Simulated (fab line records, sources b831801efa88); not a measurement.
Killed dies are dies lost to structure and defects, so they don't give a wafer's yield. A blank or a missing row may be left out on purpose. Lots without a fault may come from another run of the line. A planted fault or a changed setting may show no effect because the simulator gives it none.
A struck lot beside a sound one | flow sky130 | 16 steps out of a route of 708
Sound: wafers L865.1, L865.4, L865.5. Struck: wafer L859.6. (L859.2 of the same lot was not struck and is left out.) The cause comes at the end.
At each step with rows: each side's tool, then ch and its chambers, then its first start. Under that, the readings that differ: sound wafers | struck wafers | difference of the means | sigmas: that difference in standard deviations of wafers without a fault.
alike: readings whose means differ by less than 2 such deviations, and words and numbers that are the same on both sides. not compared: withheld readings, readings that some wafer has no value for, bounds like >300 that may hide the same value, and numbers for which the record gives no deviation and whose values overlap.
The two part at a step that has a row with sigmas, a row that says differs or no value, or rows on one side only. Numbers that don't overlap but have no deviation are shown without sigmas and don't part them. A reading that every wafer of one side lacks parts them only if that side has two wafers or more.

first, 2 steps without rows for these wafers: SKY_VT_ADJUST_PCH_PEB_05; SKY_VT_ADJUST_PCH_DEVELOP_06 (develop time 60 s).
SKY_VT_ADJUST_PCH_OVL_MEAS_07:
  sound on overlay-02, day 17 13:28; struck on overlay-01, day 15 14:48
  alike: VT_ADJUST_PCH_OVL
then, 1 step without rows for these wafers: SKY_VT_ADJUST_PCH_IMPLANT_08.
SKY_VT_ADJUST_PCH_STRIP_09: strips in O2/N2.
  sound on plasma_asher-04 ch 0,1, day 17 13:38; struck on plasma_asher-04 ch 0, day 15 14:59
  reading                      | sound             | struck | difference | sigmas
  strip_time_to_endpoint_s (s) | 37.07 37.09 37.22 | 36.74  | -0.39      | -3
  alike: chamber_pressure_mTorr, drypump_motor_current_A, n2_flow_sccm, oes_product_au
  not compared: rf_hours_counter_h
SKY_VT_ADJUST_PCH_TW_MEAS_10:
  sound on film_metro-02, day 17 13:44; struck on film_metro-02, day 15 15:05
  alike: VT_ADJUST_PCH_TW
then, 6 steps without rows for these wafers: SKY_SONOS_TUNNEL_DEHYDRATE_00 (time 60 s); SKY_SONOS_TUNNEL_HMDS_01 (prime time 60 s); SKY_SONOS_TUNNEL_COAT_02 (resist thk 1140 nm); SKY_SONOS_TUNNEL_SOFTBAKE_03 (time 60 s); SKY_SONOS_TUNNEL_EXPOSE_04 (exposes mask TUNM, target cd 410 nm); SKY_SONOS_TUNNEL_PEB_05.
SKY_SONOS_TUNNEL_DEVELOP_06: develop time 60 s.
  sound on litho_track-02 ch 0, day 18 20:07; struck on litho_track-03 ch 0, day 16 19:10
SKY_SONOS_TUNNEL_CD_MEAS_07: target cd 410 nm.
  sound on cd_sem-01, day 18 20:16; struck on cd_sem-02, day 16 19:28
  reading    | sound             | struck | difference | sigmas
  cd_nm (nm) | 411.9 412.8 411.0 | 429.0  | +17.1      | +8
SKY_SONOS_TUNNEL_OVL_MEAS_08:
  sound on overlay-01, day 18 20:23; struck on overlay-02, day 16 19:35
  alike: SONOS_TUNNEL_OVL
-- the record jumps here: 34 days lie between the struck wafers' starts before and after (it left off in module SONOS_TUNNEL and takes up again in module PAD_OPEN, whose first step shown is number 708 of the route) --
SKY_PAD_OPEN_PROBE_99:
  sound on prober-01, day 51 12:39; struck on prober-01, day 50 08:59
  alike: killed_at_M0_to_M3, killed_at_M4_up, killed_at_contacts, killed_at_front_end, killed_at_other, killed_dies, killed_open, killed_short

WHERE THEY PART
First at SKY_VT_ADJUST_PCH_STRIP_09; last, within this record, at SKY_SONOS_TUNNEL_CD_MEAS_07. Later steps at which nothing parts them and some readings are alike: SKY_SONOS_TUNNEL_OVL_MEAS_08, SKY_PAD_OPEN_PROBE_99.

WHY: what the simulator had put in
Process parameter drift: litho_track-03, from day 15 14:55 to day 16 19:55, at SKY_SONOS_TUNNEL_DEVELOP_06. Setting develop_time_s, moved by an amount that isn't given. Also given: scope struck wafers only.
